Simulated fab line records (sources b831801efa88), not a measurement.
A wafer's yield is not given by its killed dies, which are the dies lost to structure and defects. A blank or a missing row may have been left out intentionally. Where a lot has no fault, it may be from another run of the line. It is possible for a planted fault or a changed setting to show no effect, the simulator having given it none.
Problem report in the 8D (eight disciplines) form, filled by code	flow gf180mcu	the parts of the form that need people (team, actions taken, sign-off) are left out

== 1. PROBLEM STATEMENT ==
A mean of 0.806 a.u. is read at GF_V4_ETCH_17 for oes-product-au, taken on 1 wafer of 1 lot, against 0.856 a.u. (standard deviation 0.0045) on wafers free of any fault. Measured from the usual mean, that is -11 standard deviations.
The step: etches SiO2 in C4F8/O2/Ar, stops on TiN, target depth 630 nm.
The step gives no start for some of these wafers. At this step, 33 wafers from 11 lots have a number in the record. Rule for "out", or "out of limits": more than 4 standard deviations from the usual mean. The rest of the wafers with a number are treated as sound.

== 2. WHAT IT IS AND WHAT IT IS NOT ==
question	is	is not
which readings at this step	oes-product-au	-
which lots	L186	L178, L179, L180, L193, L194, L195, L198, L199, L200, L201
which wafers of those lots	L186.5	L186.2, L186.6
read on which tools	rie-diel-03	rie-diel-01, rie-diel-04

== 3. THE SUSPECTS, EACH WITH WHAT RULES IT OUT ==
Counting: a tool at a process step up to the reading stays a suspect if it ran every lot that is out. Sound lots after the first of them don't rule it out here, since some wafers of a struck lot are sound.
- cmp-02 at GF_V4_CMP_04 (polishes SiO2): kept. It processed L186, the lot that is out, at day 26 07:19, and its most recent sound lot before then was L179 at day 24 00:30.
- rie-diel-03 at GF_V4_ETCH_17 (etches SiO2 in C4F8/O2/Ar, stops on TiN, target depth 630 nm): kept. It ran the lot that is out, L186 (day 28 21:07). Out on those wafers are its own readings of oes-product-au. GF_V4_ETCH_17 gives no start for some lots, so the hours and the order of its lots are those of GF_M5_ETCH_09.
After counting, cmp-02 at GF_V4_CMP_04 and rie-diel-03 at GF_V4_ETCH_17 remain.

== 4. THE CAUSE (what the simulator had put in) ==
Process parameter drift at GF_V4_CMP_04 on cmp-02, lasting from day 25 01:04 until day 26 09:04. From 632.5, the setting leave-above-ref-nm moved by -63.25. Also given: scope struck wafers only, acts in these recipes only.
Counting left 2 suspects, and this tool is among them.

== 5. THE CHAIN OF EFFECTS, in route order ==
Each row: a reading where the mean over the struck wafers with a number is more than 3 standard deviations away from the usual. Readings are gone through only where the record gives a usual standard deviation; hours: the median, over the lots, of the time from a lot's start at the first step in this table giving one to that lot's start at this step; sigmas: the change measured in usual standard deviations.
hours	step	reading	usual	on struck wafers	change	sigmas
-	GF_V4_ETCH_17	oes-product-au	0.856 a.u.	0.806	-0.050	-11
Its process steps:
- GF_V4_ETCH_17: etches SiO2 in C4F8/O2/Ar, stops on TiN, target depth 630 nm.
At these later measuring or inspecting steps, every struck wafer for which the step has a row has a number for every such reading, and none has moved that far: GF_V5_OVL_MEAS_15.

== 6. WHAT WOULD HAVE CAUGHT IT SOONER ==
An alarm limit of 4 standard deviations would not have fired on the tool readings at GF_V4_CMP_04 for which the record gives a usual standard deviation, since none of them was out on any struck wafer.
